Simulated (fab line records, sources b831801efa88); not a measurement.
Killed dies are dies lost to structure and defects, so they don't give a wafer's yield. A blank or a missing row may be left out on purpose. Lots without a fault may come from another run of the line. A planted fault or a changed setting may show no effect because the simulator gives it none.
Which tool did it? | flow gf180mcu | 6 lots, 18 wafers sampled, at 3 steps of a route of 602

WHAT THE GAUGES READ, wafer by wafer
GF_CONTACT_BOW_MEAS_05.
lot  | measured     | on            | CONTACT_BOW (um)
L289 | day 15 22:34 | film_metro-03 | 65 78 72
L291 | day 16 16:14 | film_metro-02 | 65 54 62
L294 | day 17 22:37 | film_metro-02 | 62 55 77
L299 | day 19 12:43 | film_metro-01 | 50 39 49
L307 | day 22 03:25 | film_metro-01 | 68 74 73
L309 | day 23 01:09 | film_metro-03 | 57 57 70

WHICH TOOL RAN EACH LOT (tool, then ch and the chambers of the sampled wafers, then the start)
lot  | GF_SAB_ETCH_11                     | GF_CONTACT_CVD_02
L289 | rie_diel-02 ch 0,1,2, day 15 21:07 | pecvd-03 ch 1,2, day 15 22:07
L291 | rie_diel-04 ch 0,1,3, day 16 14:44 | pecvd-01 ch 0,2, day 16 15:49
L294 | rie_diel-04 ch 0,1, day 17 20:23   | pecvd-03 ch 0,1, day 17 21:30
L299 | rie_diel-02 ch 0,2, day 19 11:17   | pecvd-04 ch 0,2, day 19 12:17
L307 | rie_diel-04 ch 0,1,2, day 22 01:59 | pecvd-01 ch 0,1,2, day 22 02:59
L309 | rie_diel-04 ch 0,1,2, day 22 23:44 | pecvd-01 ch 0,1, day 23 00:42
- GF_SAB_ETCH_11: etches SiO2 in C4F8/O2/Ar, target depth 55 nm, time 8.5 s.
- GF_CONTACT_CVD_02: deposits SiO2 from TEOS, target thk 860 nm, time 95.992 s.

THE ANSWER, worked out from the rows above alone
Rule: what is usual is taken from the lots themselves. Put in order of their means at a reading, lots are off if they are a third of the lots or fewer, leave a main group of 4 or more, and stand apart from it by a gap of 3 or more times the standard deviation of the main group's means; of several such gaps the widest counts. A main group whose means are all the same, to the digits that the tables above print for the reading, isn't used. A lot without any number at a reading at which 4 lots or more have one is off too. The other lots that the step has rows for count as sound.
No lot is off at any reading shown: from this, nothing can be told.

WHAT THE SIMULATOR HAD PUT IN
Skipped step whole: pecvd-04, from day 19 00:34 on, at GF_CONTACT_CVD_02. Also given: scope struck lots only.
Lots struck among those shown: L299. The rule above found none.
